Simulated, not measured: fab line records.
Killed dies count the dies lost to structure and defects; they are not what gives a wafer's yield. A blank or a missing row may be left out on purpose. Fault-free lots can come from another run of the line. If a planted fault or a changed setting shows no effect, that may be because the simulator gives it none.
fab line records    flow sky130    part 2 of 2: steps 25 to 37 of 37
record: lots: 5  wafers: 15  lastDay: 49
route steps=708 shown VIA2@518 METAL3@532 CAPM@537
lots with no fault: from the same line, run without faults
startH: start of the lot's first displayed wafer, in hours after the record's first day    waitH: time in hours since the lot's previous step    " repeats the value in the row above    L1.1+2: several wafers, shown together as one row    - no value present, or no start provided    * or withheld: withheld    < > ~ a bound
route shown NAME@n: a module of which the file shows steps, and the number in the route of the first    usual: mean/standard deviation taken from wafers without a fault    same: alike in all rows    chamber/n: place in a boat    sites: the reading at each site    _std_site: standard deviation of those values    _edge_site: mean of outer sites minus mean of inner sites    radiusMm: how far each site lies from the wafer's centre    mask NAME#n: copy n    behind: the last tool/chamber to shape the wafer    hold: what put the lot on hold/how long, in hours/how the hold closed    device: which transistor (n, p or np) failed to switch    end of line: tests run on the same wafers once the route is complete    where a step has no rows: the recipe by itself    killed: not the wafer's yield, but the dies lost to structure and defects at the first sort    map: dies across one wafer; x = killed, . = not, _ = none there
set.NAME: the setting that was run; set.NAME@STEP: the one run at that earlier step    model.NAME: the simulator's own value behind a step, which no gauge read
a table for each step, a row for each wafer; lots at some steps of the route
services: when a tool's chamber went out of use (startH, in hours from the record's first day, below 0 if earlier), for how many hours, and the reason
== steps ==
step: SKY_CAPM_DEHYDRATE_05
recipe: tempC: 200  timeS: 60
usual: plateTempC: 200.00/0.16
lot.wafer  tool           chamber  startH   waitH  plateTempC
L080.2     lithoTrack-03  0        922.05   12.1   199.86
L080.3     "              0        "        "      199.90
L080.6     "              0        "        "      199.73
L084.2     lithoTrack-03  0        939.00   11.3   199.86
L084.3     "              0        "        "      200.23
L084.6     "              0        "        "      199.81
L086.1     lithoTrack-01  0        957.86   11.4   200.24
L086.4     "              0        "        "      199.91
L086.6     "              0        "        "      199.79
L087.1     lithoTrack-01  0        962.56   11.0   200.11
L087.2     "              0        "        "      199.93
L087.3     "              0        "        "      199.93
L092.3     lithoTrack-03  0        1002.77  11.8   200.22
L092.4     "              0        "        "      200.27
L092.5     "              0        "        "      199.96
step: SKY_CAPM_HMDS_06
recipe: primeTimeS: 60  primeTempC: 120
lot.wafer   tool           chamber  startH   waitH
L080.2+3+6  lithoTrack-03  0        922.20   0.1
L084.2+3+6  lithoTrack-03  0        939.15   0.1
L086.1+4+6  lithoTrack-01  0        958.01   0.1
L087.1+2+3  lithoTrack-01  0        962.71   0.1
L092.3+4+5  lithoTrack-03  0        1002.92  0.1
step: SKY_CAPM_COAT_07
recipe: resist: NOVOLAK  spinRpm: 3000  resistThkNm: 1140
lot.wafer   tool           chamber  startH   waitH
L080.2+3+6  lithoTrack-03  0        922.35   0.1
L084.2+3+6  lithoTrack-03  0        939.30   0.1
L086.1+4+6  lithoTrack-01  0        958.16   0.1
L087.1+2+3  lithoTrack-01  0        962.86   0.1
L092.3+4+5  lithoTrack-03  0        1003.07  0.1
step: SKY_CAPM_SOFTBAKE_08
recipe: tempC: 90  timeS: 60  resist: NOVOLAK
usual: plateTempC: 89.97/0.1
lot.wafer  tool           chamber  startH   waitH  plateTempC
L080.2     lithoTrack-03  0        922.50   0.1    89.85
L080.3     "              0        "        "      89.83
L080.6     "              0        "        "      89.81
L084.2     lithoTrack-03  0        939.45   0.1    89.87
L084.3     "              0        "        "      89.98
L084.6     "              0        "        "      89.95
L086.1     lithoTrack-01  0        958.31   0.1    89.90
L086.4     "              0        "        "      89.99
L086.6     "              0        "        "      90.07
L087.1     lithoTrack-01  0        963.01   0.1    89.94
L087.2     "              0        "        "      90.03
L087.3     "              0        "        "      89.88
L092.3     lithoTrack-03  0        1003.22  0.1    90.00
L092.4     "              0        "        "      89.87
L092.5     "              0        "        "      89.72
step: SKY_CAPM_EXPOSE_09
recipe: maskId: CAPM  na: 0.6  sourceShape: conventional  sigmaOuter: 0.6  polarization: unpolarized  targetCdNm: 1000  doseMj: 159
same: sigmaOuter: 0.6
lot.wafer   tool             chamber  startH  waitH  mask
L080.2+3+6  ilineStepper-01  0        -       -      CAPM#0
L084.2+3+6  ilineStepper-02  0        -       -      CAPM#0
L086.1+4+6  ilineStepper-02  0        -       -      CAPM#0
L087.1+2+3  ilineStepper-02  0        -       -      CAPM#0
L092.3+4+5  ilineStepper-01  0        -       -      CAPM#0
step: SKY_CAPM_PEB_10
recipe: tempC: withheld  timeS: *  resist: NOVOLAK
lot.wafer   tool           chamber  startH  waitH
L080.2+3+6  lithoTrack-03  0        -       -
L084.2+3+6  lithoTrack-01  0        -       -
L086.1+4+6  lithoTrack-01  0        -       -
L087.1+2+3  lithoTrack-04  0        -       -
L092.3+4+5  lithoTrack-03  0        -       -
step: SKY_CAPM_DEVELOP_11
recipe: resist: NOVOLAK  developer: TMAH  developTimeS: 60  devTempC: 23
lot.wafer   tool           chamber  startH   waitH
L080.2+3+6  lithoTrack-03  0        934.65   0.1
L084.2+3+6  lithoTrack-01  0        951.69   0.1
L086.1+4+6  lithoTrack-01  0        970.11   0.1
L087.1+2+3  lithoTrack-04  0        975.50   0.1
L092.3+4+5  lithoTrack-03  0        1014.02  0.1
step: SKY_CAPM_OVL_MEAS_12
usual: CAPM_OVL: -0.7/1.5
lot.wafer  tool        chamber  startH   waitH  CAPM_OVL[nm]
L080.2     overlay-01  -        934.78   0.1    -1.3
L080.3     "           -        "        "      -1.2
L080.6     "           -        "        "      -0.8
L084.2     overlay-02  -        951.82   0.1    -2.4
L084.3     "           -        "        "      -0.9
L084.6     "           -        "        "      0.0
L086.1     overlay-02  -        970.26   0.1    0.9
L086.4     "           -        "        "      -0.2
L086.6     "           -        "        "      0.3
L087.1     overlay-01  -        975.65   0.1    -0.2
L087.2     "           -        "        "      -0.3
L087.3     "           -        "        "      -1.5
L092.3     overlay-01  -        1014.14  0.1    -0.7
L092.4     "           -        "        "      -0.7
L092.5     "           -        "        "      -1.1
step: SKY_CAPM_METAL_ETCH_13
recipe: targetDepthNm: 220  stopOn: SiO2  chemistry: Cl2/BCl3  target: TiN  pressureMtorr: 10  icpW: 900  biasW: 48.5  Cl2_flow_sccm: 60  bcl3FlowSccm: 30  timeS: 62.9
usual: drypumpMotorCurrentA: 5.4/0.65  oesProductAu: 0.940/0.0085  throttleValvePct: 21.902/0.0092
lot.wafer  tool         chamber  startH   waitH  drypumpMotorCurrentA  oesProductAu  rfHoursCounterH  throttleValvePct
L080.2     rieMetal-02  0        934.84   0.0    5.0                   0.934         -                21.894
L080.3     "            0        "        "      5.0                   0.946         -                21.911
L080.6     "            0        "        "      5.0                   0.937         -                21.909
L084.2     rieMetal-04  0        951.85   0.0    6.2                   0.941         14               21.889
L084.3     "            0        "        "      6.3                   0.946         -                21.887
L084.6     "            1        "        "      5.1                   0.947         -                21.905
L086.1     rieMetal-04  0        970.30   0.0    6.3                   0.928         15               21.923
L086.4     "            1        "        "      5.1                   0.923         -                21.908
L086.6     "            0        "        "      6.3                   0.924         -                21.904
L087.1     rieMetal-04  1        975.69   0.0    5.1                   0.948         11               21.913
L087.2     "            0        "        "      6.3                   0.944         15               21.901
L087.3     "            1        "        "      5.1                   0.940         -                21.916
L092.3     rieMetal-04  1        1014.19  0.0    5.1                   0.940         -                21.909
L092.4     "            0        "        "      6.3                   0.935         -                21.892
L092.5     "            1        "        "      5.1                   0.936         -                21.902
step: SKY_CAPM_STRIP_14
recipe: chemistry: O2/N2  powerW: 1400  pressureMtorr: 1500  platenTempC: withheld  o2FlowSccm: 3000  n2FlowSccm: 300  overashFraction: 0.5
usual: drypumpMotorCurrentA: 5.5/0.42  oesProductAu: 0.710/0.0043  stripTimeToEndpointS: 12.65/0.053
lot.wafer  tool            chamber  startH   waitH  drypumpMotorCurrentA  oesProductAu  rfHoursCounterH  stripTimeToEndpointS
L080.2     plasmaAsher-01  1        934.96   0.1    5.0                   0.711         49               12.61
L080.3     "               0        "        "      6.1                   0.711         -                12.61
L080.6     "               0        "        "      6.1                   0.718         -                12.65
L084.2     plasmaAsher-03  0        951.93   0.1    5.3                   0.703         84               12.62
L084.3     "               0        "        "      5.3                   0.712         -                12.60
L084.6     "               0        "        "      5.3                   0.713         -                12.62
L086.1     plasmaAsher-01  0        970.38   0.1    6.1                   0.707         53               12.65
L086.4     "               1        "        "      5.0                   0.720         -                12.68
L086.6     "               0        "        "      6.2                   0.701         -                12.66
L087.1     plasmaAsher-04  1        975.76   0.1    5.8                   0.709         119              12.60
L087.2     "               0        "        "      5.1                   0.706         119              12.62
L087.3     "               0        "        "      5.1                   0.707         -                12.62
L092.3     plasmaAsher-03  0        1014.27  0.1    5.3                   0.713         -                12.64
L092.4     "               1        "        "      5.2                   0.711         -                12.66
L092.5     "               0        "        "      5.3                   0.710         -                12.67
step: SKY_CAPM_STRIP_15
recipe: chemistry: postEtchResidueRemover  timeS: 1200  tempC: 72.5
lot.wafer   tool         chamber  startH   waitH
L080.2+3+6  wetBench-04  0        935.06   0.1
L084.2+3+6  wetBench-02  0        952.03   0.1
L086.1+4+6  wetBench-04  3        970.48   0.1
L087.1+2+3  wetBench-04  2        975.86   0.1
L092.3+4+5  wetBench-01  1        1014.34  0.0
step: SKY_CAPM_CLEAN_16
recipe: chemistry: IPA  timeS: 180  tempC: 25
lot.wafer   tool         chamber  startH   waitH
L080.2+3+6  wetBench-02  2        935.41   0.0
L084.2+3+6  wetBench-04  2        952.37   0.0
L086.1+4+6  wetBench-02  2        970.82   0.0
L087.1+2+3  wetBench-01  2        976.24   0.0
L092.3+4+5  wetBench-04  0        1014.71  0.0
step: SKY_CAPM_CLEAN_17
recipe: chemistry: O3/DIW  dry: n2Spin
lot.wafer   tool         chamber  startH   waitH
L080.2+3+6  wetBench-04  1        935.46   0.0
L084.2+3+6  wetBench-02  2        952.43   0.0
L086.1+4+6  wetBench-04  0        970.88   0.0
L087.1+2+3  wetBench-02  0        976.35   0.0
L092.3+4+5  wetBench-02  0        1014.77  0.0
== services ==
tool             chamber  startH  hours  kind
cmp-02           -        912.13  4.0    pm
pvdSputter-04    -        914.20  7.8    repair
pvdSputter-03    -        914.28  8.7    repair
cmp-02           -        916.07  0.6    repair
pvdSputter-01    -        916.24  2.6    repair
ilineStepper-02  -        928.56  1.7    pm
rieMetal-04      -        929.45  5.5    repair
rieDiel-03       1        930.80  9.1    repair
rieDiel-03       -        942.21  0.3    repair
rieDiel-03       -        945.25  1.2    repair
rieDiel-02       2        946.10  2.4    repair
plasmaAsher-03   -        949.55  1.3    repair
rieDiel-03       2        953.20  3.7    repair
pvdSputter-03    -        955.17  2.2    repair
rieDiel-03       2        964.85  22.9   repair
pvdSputter-04    -        970.04  1.4    repair
pvdSputter-02    -        972.47  2.1    repair
rieDiel-03       0        973.20  2.9    repair
rieDiel-03       1        974.58  2.7    repair
pvdSputter-04    -        985.09  1.1    repair
pvdSputter-04    -        989.58  3.3    repair
rieDiel-02       3        993.78  1.5    repair
pvdSputter-01    -        994.09  2.0    repair
rieDiel-02       0        994.21  11.4   repair
